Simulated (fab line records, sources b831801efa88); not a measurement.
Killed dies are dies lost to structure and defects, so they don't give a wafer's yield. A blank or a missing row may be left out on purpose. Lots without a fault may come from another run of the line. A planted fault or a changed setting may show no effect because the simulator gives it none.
A struck lot beside a sound one | flow sky130 | 16 steps out of a route of 708
Sound: wafers L903.2, L903.3, L903.4. Struck: wafers L917.3, L917.5, L917.6. The cause comes at the end.
At each step with rows: each side's tool, then ch and its chambers, then its first start. Under that, the readings that differ: sound wafers | struck wafers | difference of the means | sigmas: that difference in standard deviations of wafers without a fault.
alike: readings whose means differ by less than 2 such deviations, and words and numbers that are the same on both sides. not compared: withheld readings, readings that some wafer has no value for, bounds like >300 that may hide the same value, and numbers for which the record gives no deviation and whose values overlap.
The two part at a step that has a row with sigmas, a row that says differs or no value, or rows on one side only. Numbers that don't overlap but have no deviation are shown without sigmas and don't part them. A reading that every wafer of one side lacks parts them only if that side has two wafers or more.

first, 3 steps without rows for these wafers: SKY_SONOS_TUNNEL_EXPOSE_04 (exposes mask TUNM, target cd 410 nm); SKY_SONOS_TUNNEL_PEB_05; SKY_SONOS_TUNNEL_DEVELOP_06 (develop time 60 s).
SKY_SONOS_TUNNEL_CD_MEAS_07: target cd 410 nm.
  sound on cd_sem-01, day 11 22:31; struck on cd_sem-02, day 16 21:56
  reading    | sound             | struck            | difference | sigmas
  cd_nm (nm) | 411.1 409.1 412.1 | 408.1 403.3 405.6 | -5.1       | -2
SKY_SONOS_TUNNEL_OVL_MEAS_08:
  sound on overlay-01, day 11 22:37; struck on overlay-02, day 16 22:01
  alike: SONOS_TUNNEL_OVL
then, 3 steps without rows for these wafers: SKY_SONOS_TUNNEL_IMPLANT_09; SKY_SONOS_TUNNEL_WET_ETCH_10 (etches SiO2 in dHF, target depth 14 nm, time 280 s); SKY_SONOS_TUNNEL_STRIP_11 (strips in SPM, time 600 s).
SKY_SONOS_TUNNEL_TW_MEAS_12:
  sound on film_metro-02, day 11 23:05; struck on film_metro-01, day 16 22:29
  alike: SONOS_TUNNEL_TW
then, 2 steps without rows for these wafers: SKY_SONOS_TUNNEL_CLEAN_13 (cleans in dHF, time 20 s); SKY_SONOS_ONO_OXIDATION_00 (stabilise 600 s, purge 300 s, target thk 2.6 nm).
SKY_SONOS_ONO_THK_MEAS_01:
  sound on film_metro-04, day 12 01:08; struck on film_metro-01, day 17 01:01
  alike: SONOS_ONO_OXIDATION_THK
SKY_SONOS_ONO_CVD_02: deposits Si3N4 from DCS/NH3, target thk 10.5 nm, time 180 s.
  sound on lpcvd-02 ch 0, day 12 02:13; struck on lpcvd-02 ch 1, day 17 01:30
  reading                                     | sound             | struck            | difference | sigmas
  spike_tc_centre_C (C)                       | 768.3 771.1 768.3 | 789.9 789.6 788.7 | +20.2      | +17
  zone_power_lower_pct (%)                    | 12.76 12.96 13.14 | 10.09 10.03 10.02 | -2.91      | -15
  zone_power_upper_pct (%)                    | 13.92 13.99 14.12 | 11.46 11.32 10.98 | -2.76      | -13
  model.Si3N4_of_SONOS_ONO_CVD_02.thk_nm (nm) | 10.58 10.62 10.68 | 11.15 11.57 11.9  | +0.91      |
  alike: spike_tc_bottom_C, spike_tc_upper_C, zone_power_centre_pct
SKY_SONOS_ONO_THK_MEAS_03:
  sound on film_metro-01, day 12 03:16; struck on film_metro-01, day 17 02:34
  reading                   | sound             | struck            | difference | sigmas
  SONOS_ONO_CVD_02_THK (nm) | 10.58 10.63 10.66 | 11.17 11.52 11.88 | +0.90      | +7
then, 1 step without rows for these wafers: SKY_SONOS_ONO_CVD_04 (deposits SiO2 from SiH4/N2O, target thk 5.7199 nm).
-- the record jumps here: 33 days lie between the struck wafers' starts before and after (it left off in module SONOS_ONO and takes up again in module PAD_OPEN, whose first step shown is number 708 of the route) --
SKY_PAD_OPEN_PROBE_99:
  sound on prober-02, day 46 01:29; struck on prober-02, day 49 19:44
  reading                               | sound                | struck               | difference | sigmas
  model.etest.cap_ono.gate_log10_a_cm2  | -8.139 -7.996 -8.18  | -8.478 -8.951 -9.086 | -0.733     |
  model.etest.cap_ono.gate_bv_v (V)     | 16.41 16.69 16.68    | 16.97 17.5 16.93     | +0.54      |
  model.etest.cap_ono.tox_acc_nm (nm)   | 13.1 12.91 13.04     | 13.32 13.65 13.73    | +0.55      |
  model.etest.sonos_programmed.vt_v (V) | 1.428 1.403 1.393    | 1.169 0.9745 0.9526  | -0.376     |
  model.etest.sonos_erased.vt_v (V)     | -2.179 -2.265 -2.223 | -2.095 -1.894 -1.82  | +0.286     |
  model.etest.sonos_baked.vt_v (V)      | 0.9092 0.9485 0.932  | 0.7808 0.6905 0.6399 | -0.2262    |
  alike: killed_at_M0_to_M3, killed_at_M4_up, killed_at_contacts, killed_at_front_end, killed_at_other, killed_dies, killed_open, killed_short
  not compared: model.etest.sonos_erased.drive_ua_um, model.etest.sonos_programmed.off_log10_a_um

WHERE THEY PART
First at SKY_SONOS_TUNNEL_CD_MEAS_07; last, within this record, at SKY_SONOS_ONO_THK_MEAS_03. Later steps at which nothing parts them and some readings are alike: SKY_PAD_OPEN_PROBE_99.

WHY: what the simulator had put in
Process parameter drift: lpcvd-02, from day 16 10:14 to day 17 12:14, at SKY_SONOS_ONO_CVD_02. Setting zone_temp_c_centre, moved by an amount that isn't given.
